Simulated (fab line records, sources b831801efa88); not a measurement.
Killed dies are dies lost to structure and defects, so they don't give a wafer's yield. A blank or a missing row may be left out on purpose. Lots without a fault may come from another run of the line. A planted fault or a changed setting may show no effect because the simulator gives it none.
Which tool did it? | flow sky130 | 13 lots, 39 wafers sampled, at 4 steps of a route of 708

WHAT THE GAUGES READ, wafer by wafer
SKY_LDD_LDN_OVL_MEAS_07.
lot  | measured     | on         | LDD_LDN_OVL (nm)
L658 | day 22 19:26 | overlay-01 | 0.3 1.0 -1.2
L659 | day 23 06:40 | overlay-01 | 0.3 0.0 -0.8
L660 | day 23 11:32 | overlay-02 | -0.2 -0.4 0.0
L661 | day 23 14:28 | overlay-01 | -0.1 -1.3 1.5
L664 | day 25 21:35 | overlay-02 | -2.1 -2.5 -4.3
L666 | day 26 10:01 | overlay-01 | 2.2 1.5 1.6
L667 | day 26 13:19 | overlay-02 | 0.5 1.7 -1.2
L665 | day 26 16:52 | overlay-01 | -1.7 -1.4 -2.4
L669 | day 27 04:28 | overlay-02 | 0.2 -0.2 -0.4
L673 | day 28 09:07 | overlay-02 | 58.8 59.7 58.5 59.8 59.9 58.8
L674 | day 28 22:07 | overlay-01 | 60.8 59.8 59.6 62.6 60.5 60.2
L675 | day 29 02:44 | overlay-01 | 63.8 63.5 63.8 64.4 64.0 64.7
L681 | day 30 18:30 | overlay-01 | 0.0 2.6 2.3

SKY_POLY_CUT_CD_MEAS_08: target cd 270 nm.
lot  | measured     | on        | cd_nm (nm)
L658 | day 24 03:19 | cd_sem-02 | 267.6 269.1 268.5
L659 | day 24 14:50 | cd_sem-01 | 270.8 270.5 270.2
L660 | day 24 19:49 | cd_sem-02 | 271.3 269.1 270.3
L661 | day 24 23:10 | cd_sem-01 | 269.9 268.6 268.6
L664 | day 27 04:02 | cd_sem-02 | 271.3 270.3 270.5
L666 | day 27 17:14 | cd_sem-01 | 269.9 269.2 270.6
L667 | day 27 21:34 | cd_sem-01 | 271.1 271.1 271.0
L665 | day 27 23:59 | cd_sem-02 | 267.4 269.1 268.3
L669 | day 28 10:43 | cd_sem-02 | 272.4 272.4 272.9
L681 | day 31 23:40 | cd_sem-01 | 271.2 271.9 270.0

WHICH TOOL RAN EACH LOT (tool, then ch and the chambers of the sampled wafers, then the start)
lot  | SKY_LDD_HVP_STRIP_09                 | SKY_LDD_LDN_EXPOSE_04
L658 | plasma_asher-02 ch 0,1, day 21 12:39 | iline_stepper-01 ch 0, day 22 04:32
L659 | plasma_asher-01 ch 0,1, day 21 23:42 | iline_stepper-02 ch 0, day 22 15:01
L660 | plasma_asher-03 ch 0,1, day 22 05:07 | iline_stepper-02 ch 0, day 22 20:28
L661 | plasma_asher-02 ch 0,1, day 22 08:34 | iline_stepper-02 ch 0, day 22 23:41
L664 | plasma_asher-03 ch 0,1, day 24 15:46 | iline_stepper-02 ch 0, day 25 06:55
L666 | plasma_asher-03 ch 0,1, day 25 05:10 | iline_stepper-02 ch 0, day 25 19:37
L667 | plasma_asher-02 ch 0,1, day 25 08:10 | iline_stepper-01 ch 0, day 25 23:23
L665 | plasma_asher-01 ch 0,1, day 25 11:34 | iline_stepper-01 ch 0, day 26 02:41
L669 | plasma_asher-01 ch 0,1, day 25 23:01 | iline_stepper-01 ch 0, day 26 13:23
L673 | plasma_asher-01 ch 0,1, day 27 04:32 | iline_stepper-02 ch 0, day 27 18:56
L674 | plasma_asher-03 ch 0,1, day 27 17:48 | iline_stepper-02 ch 0, day 28 08:25
L675 | plasma_asher-03 ch 0,1, day 27 23:19 | iline_stepper-02 ch 0, day 28 13:25
L681 | plasma_asher-03 ch 0,1, day 29 15:10 | iline_stepper-01 ch 0, day 30 05:11
- SKY_LDD_HVP_STRIP_09: strips in O2/N2.
- SKY_LDD_LDN_EXPOSE_04: exposes mask LDNTM, target cd 700 nm.

WHAT THE TOOLS THEMSELVES READ (means of the sampled wafers that have a number; where no wafer has one, the mark that the record gives instead)
SKY_LDD_HVP_STRIP_09.
lot  | tool            | drypump_motor_current_A (A) | oes_product_au (a.u.) | strip_time_to_endpoint_s (s)
L658 | plasma_asher-02 | 5.8                         | 0.408                 | 4.156
L659 | plasma_asher-01 | 5.7                         | 0.410                 | 4.158
L660 | plasma_asher-03 | 5.7                         | 0.408                 | 4.132
L661 | plasma_asher-02 | 5.8                         | 0.407                 | 4.129
L664 | plasma_asher-03 | 5.7                         | 0.409                 | 4.135
L666 | plasma_asher-03 | 5.7                         | 0.407                 | 4.140
L667 | plasma_asher-02 | 5.9                         | 0.411                 | 4.125
L665 | plasma_asher-01 | 5.5                         | 0.412                 | 4.154
L669 | plasma_asher-01 | 5.5                         | 0.412                 | 4.135
L673 | plasma_asher-01 | 5.8                         | 0.407                 | 4.133
L674 | plasma_asher-03 | 5.7                         | 0.409                 | 4.139
L675 | plasma_asher-03 | 5.3                         | 0.406                 | 4.160
L681 | plasma_asher-03 | 5.3                         | 0.410                 | 4.135

SKY_LDD_LDN_EXPOSE_04.
lot  | tool             | exposure_dose_mJ_cm2
L658 | iline_stepper-01 | 139.92
L659 | iline_stepper-02 | 140.06
L660 | iline_stepper-02 | 139.89
L661 | iline_stepper-02 | 139.93
L664 | iline_stepper-02 | 139.99
L666 | iline_stepper-02 | 139.94
L667 | iline_stepper-01 | 140.01
L665 | iline_stepper-01 | 139.97
L669 | iline_stepper-01 | 139.89
L673 | iline_stepper-02 | 139.97
L674 | iline_stepper-02 | 140.01
L675 | iline_stepper-02 | 140.15
L681 | iline_stepper-01 | 140.05

THE ANSWER, worked out from the rows above alone
Rule: what is usual is taken from the lots themselves. Put in order of their means at a reading, lots are off if they are a third of the lots or fewer, leave a main group of 4 or more, and stand apart from it by a gap of 3 or more times the standard deviation of the main group's means; of several such gaps the widest counts. A main group whose means are all the same, to the digits that the tables above print for the reading, isn't used. A lot without any number at a reading at which 4 lots or more have one is off too. The other lots that the step has rows for count as sound. The gauges are gone through in route order, then the tools' own readings, and for those a lot's mean is taken as printed above. The first step at which some lot is off is used, and at that step the reading that is off furthest; a lot without a number counts as furthest.
Off: L673, L674, L675, at SKY_LDD_LDN_OVL_MEAS_07 (LDD_LDN_OVL). The main group: mean -0.1 nm, standard deviation 1.3.
A tool fits if, at a process step before that reading, it ran every lot that is off, and no sound lot after the first of them. The gauges at SKY_LDD_LDN_OVL_MEAS_07 are tried like those tools. One fits: iline_stepper-02 at SKY_LDD_LDN_EXPOSE_04. Its last sound lot is L666 (day 25 19:37), its first lot that is off L673 (day 27 18:56): a fault that began between those two fits.

WHAT THE SIMULATOR HAD PUT IN
Scanner matching overlay: iline_stepper-02, from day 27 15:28 on, at SKY_LDD_LDN_EXPOSE_04. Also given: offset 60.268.
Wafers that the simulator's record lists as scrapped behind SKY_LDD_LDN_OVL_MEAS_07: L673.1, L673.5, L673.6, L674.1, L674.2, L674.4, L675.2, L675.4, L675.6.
Lots struck among those shown: L673, L674, L675. The rule above found the same.
